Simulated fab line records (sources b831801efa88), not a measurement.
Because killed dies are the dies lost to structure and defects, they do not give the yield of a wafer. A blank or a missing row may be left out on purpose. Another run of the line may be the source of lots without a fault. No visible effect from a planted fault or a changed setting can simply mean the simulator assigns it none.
Comparing a struck lot with a sound one    flow sky130    14 out of 708 route steps
Sound: wafers L318.1, L318.2, L318.6. Struck: wafers L326.1, L326.4, L326.5. The cause is named last.
Each step with rows lists, per side, the tool, then ch with its chambers, then its first start. Under that, the readings that differ: sound wafers    struck wafers    difference of the means    sigmas: that difference in standard deviations of wafers without a fault.
alike: same words and numbers on both sides, and readings whose means sit less than 2 such deviations apart. not compared: any withheld reading, any reading some wafer has no value for, any bound like >300 that may hide the same value, and any number with overlapping values for which the record gives no deviation.
The two part at a step that has a row with sigmas, a row that says differs or no value, or rows on one side only. Numbers that have no deviation but don't overlap get no sigmas and don't part them. Lack of a reading on every wafer of one side parts them only where that side has two or more wafers.

first, 5 steps without rows for these wafers: SKY_SD_N_COAT_02 (resist thk 1140 nm); SKY_SD_N_SOFTBAKE_03 (time 60 s); SKY_SD_N_EXPOSE_04 (exposes mask NSDM, target cd 380 nm); SKY_SD_N_PEB_05; SKY_SD_N_DEVELOP_06 (develop time 60 s).
SKY_SD_N_CD_MEAS_07 targets a cd of 380 nm.
  struck on cd sem-01, day 32 18:10; sound on cd sem-02, day 29 10:10
reading     sound              struck             difference  sigmas
cd nm (nm)  383.5 382.8 381.6  376.9 376.6 376.9  -5.8        -2
SKY_SD_N_OVL_MEAS_08:
  struck on overlay-02, day 32 18:17; sound on overlay-02, day 29 10:17
  alike: SD_N_OVL
then, 2 steps without rows for these wafers: SKY_SD_N_IMPLANT_09; SKY_SD_N_IMPLANT_10.
SKY_SD_N_STRIP_11: strips in O2/N2.
  sound on plasma asher-03 ch 0,1, day 29 10:37; struck on plasma asher-03 ch 0,1, day 32 18:37
  alike: drypump motor current A, oes product au, strip time to endpoint s
  not compared: rf hours counter h
SKY_SD_N_TW_MEAS_12:
  struck on film metro-02, day 32 18:43; sound on film metro-04, day 29 10:43
reading  sound           struck          difference  sigmas
SD_N_TW  4025 4029 4023  3961 3983 3976  -52         -3
then, 1 step without rows for these wafers: SKY_SD_N_CLEAN_13 (cleans in SC1/SC2, time 150 s).
SKY_SD_N_RTA_14: time 2 s.
  sound on rtp anneal-01 ch 0, day 29 10:50; struck on rtp anneal-01 ch 0, day 32 18:50
reading          sound                 struck                difference  sigmas
ramp up c per s  149.96 149.98 150.04  44.987 44.982 44.970  -105.014    -99 or more
  alike: lamp power pct, wafer_temp_C_max
-- here the record skips 16 days between the struck wafers' starts before and after, leaving off in module SD_N and picking up in module PAD_OPEN (first step shown: number 708 of the route) --
SKY_PAD_OPEN_PROBE_99:
  struck on prober-01, day 49 04:57; sound on prober-01, day 46 22:42
reading                               sound              struck             difference  sigmas
model.etest.res xhigh po.line ohm um  5583 5534 5513     5038 5150 5020     -474        
model.etest.res xhigh po.rs ohm sq    1942 1950 1956     1766 1777 1752     -184        
model.etest.res pdiff.line ohm um     1384 1400 1420     1305 1268 1285     -115        
model.etest.res high po.line ohm um   710.4 727.2 724.2  686.1 698 701.5    -25.4       
model.etest.licon high po.rc ohm      332.7 348.4 358.3  296.1 293.9 308.9  -46.8       
model.etest.res high po.rs ohm sq     253.7 256.5 254.2  240.3 241.4 242.9  -13.3       
model.etest.res pdiff hv.rs ohm sq    192.2 193.1 192.6  177.9 178.9 180.5  -13.5       
model.etest.res pdiff.rs ohm sq       199.2 200.2 201.3  185.3 184.5 184.6  -15.4       
  alike: killed_at_M0_to_M3, killed_at_M4_up, killed at contacts, killed at front end, killed at other, killed dies, killed open, killed short

== WHERE THEY PART ==
At SKY_SD_N_CD_MEAS_07 first; at SKY_SD_N_RTA_14 last (within this record only). Later steps at which nothing parts them and some readings are alike: SKY_PAD_OPEN_PROBE_99.

WHY: what had been put in by the simulator
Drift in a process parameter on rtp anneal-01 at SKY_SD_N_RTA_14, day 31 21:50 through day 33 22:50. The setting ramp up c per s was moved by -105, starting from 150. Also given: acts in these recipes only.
